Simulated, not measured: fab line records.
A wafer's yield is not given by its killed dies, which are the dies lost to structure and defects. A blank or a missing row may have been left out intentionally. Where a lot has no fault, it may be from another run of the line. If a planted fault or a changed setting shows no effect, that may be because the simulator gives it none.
A struck lot beside a sound one    flow sky130    17 out of 708 route steps
Sound: these wafers, L863.3, L863.4, L863.5. The struck wafers were L867.1, L867.4, L867.5. The cause comes at the end.
Order at every step that has rows: each side's tool, ch and its chambers, its first start. Under that, the readings that differ: sound wafers    struck wafers    difference of the means    sigmas: that difference in standard deviations of wafers without a fault.
alike: a reading whose means differ by less than 2 such deviations, as well as words and numbers matching on both sides. not compared: withheld readings; readings where some wafer has no value; bounds like >300 that might hide an equal value; numbers whose values overlap and for which the record gives no deviation.
A row with sigmas, a row that says differs or no value, or rows on one side alone: a step with any of these is where the two part. Non-overlapping numbers with no deviation appear without sigmas and do not part them. A reading that every wafer of one side lacks parts them only if that side has two wafers or more.

first, 1 step without rows for these wafers: SKY_LDD_N_IMPLANT_15.
SKY_LDD_N_STRIP_16: strips in O2/N2.
  sound on plasma-asher-03 ch 0,1, day 18 17:14; struck on plasma-asher-02 ch 0,1, day 20 05:39
  alike: drypump-motor-current-A, oes-product-au, strip-time-to-endpoint-s
  not compared: rf-hours-counter-h
SKY_LDD_N_TW_MEAS_17:
  sound: film-metro-03 at day 18 17:19; struck: film-metro-03 at day 20 05:45
  alike: LDD_N_TW
then, 7 steps without rows for these wafers: SKY_LDD_P_DEHYDRATE_00 (time 60 s); SKY_LDD_P_HMDS_01 (prime time 60 s); SKY_LDD_P_COAT_02 (resist thk 1140 nm); SKY_LDD_P_SOFTBAKE_03 (time 60 s); SKY_LDD_P_EXPOSE_04 (exposes mask PSDM, target cd 380 nm); SKY_LDD_P_PEB_05; SKY_LDD_P_DEVELOP_06 (develop time 60 s).
SKY_LDD_P_CD_MEAS_07 targets a cd of 380 nm.
  sound: cd-sem-01 at day 19 23:31; struck: cd-sem-02 at day 21 12:43
  alike: cd-nm
SKY_LDD_P_OVL_MEAS_08:
  sound: overlay-01 at day 19 23:37; struck: overlay-01 at day 21 12:50
  alike: LDD_P_OVL
SKY_LDD_P_IMPLANT_09:
  sound on implanter-03 ch 0, day 19 23:41; struck on implanter-03 ch 0, day 21 12:52
  alike: beam-energy-keV, end-station-pressure-torr
SKY_LDD_P_STRIP_10: strips in O2/N2.
  sound on plasma-asher-02 ch 0,1, day 19 23:49; struck on plasma-asher-04 ch 0,1, day 21 13:01
  alike: drypump-motor-current-A, oes-product-au, strip-time-to-endpoint-s
  not compared: rf-hours-counter-h
SKY_LDD_P_TW_MEAS_11:
  sound: film-metro-01 at day 19 23:55; struck: film-metro-01 at day 21 13:07
reading   sound              struck             difference  sigmas
LDD_P_TW  639.7 637.9 638.3  575.1 574.7 574.3  -63.9       -22
then, 1 step without rows for these wafers: SKY_LDD_HVN_DEHYDRATE_00 (time 60 s).
-- a jump in the record: the struck wafers' starts before and after are 26 days apart (it breaks off in module LDD_HVN and resumes in module PAD_OPEN, where the first step shown is number 708 of the route) --
SKY_PAD_OPEN_PROBE_99:
  sound: prober-01 at day 46 22:58; struck: prober-01 at day 47 21:04
reading                                      sound                    struck                         difference  sigmas
model.etest.tip-p.rs-ohm-sq-range            168.4 159.3 133.1        4466 4477 4586                 +4356       
model.etest.tip-p.rs-ohm-sq                  6783 6814 6826           1.121e+04 1.118e+04 1.118e+04  +4.382e+03  
model.etest.tip-p.rs-ohm-sq-rim-less-centre  39.31 41.65 -10.52       -2195 -2128 -2090              -2161       
model.etest.pfet_01v8.r-on-ohm-um            2927 2953 2921           3113 3088 3118                 +173        
model.etest.pfet_01v8.drive-ua-um            191 191.2 189.9          176 177.6 176.5                -14         
model.etest.pfet_01v8.drive-ua-um-range      8.13 3.461 6.365         10.23 10.59 13.05              +5.30       
model.etest.pfet_01v8.off-log10-a-um         -9.941 -9.918 -9.986     -10.75 -10.56 -10.66           -0.71       
model.etest.pfet_01v8.vt-sat-v (V)           -0.5911 -0.5768 -0.5981  -0.6671 -0.6527 -0.6588        -0.0709     
  alike: killed_at_M0_to_M3, killed_at_M4_up, killed-at-contacts, killed-at-front-end, killed-at-other, killed-dies, killed-open, killed-short

== WHERE THEY PART ==
Within this record, at SKY_LDD_P_TW_MEAS_11 only. Later steps at which nothing parts them and some readings are alike: SKY_PAD_OPEN_PROBE_99.

WHY: what had been put in by the simulator
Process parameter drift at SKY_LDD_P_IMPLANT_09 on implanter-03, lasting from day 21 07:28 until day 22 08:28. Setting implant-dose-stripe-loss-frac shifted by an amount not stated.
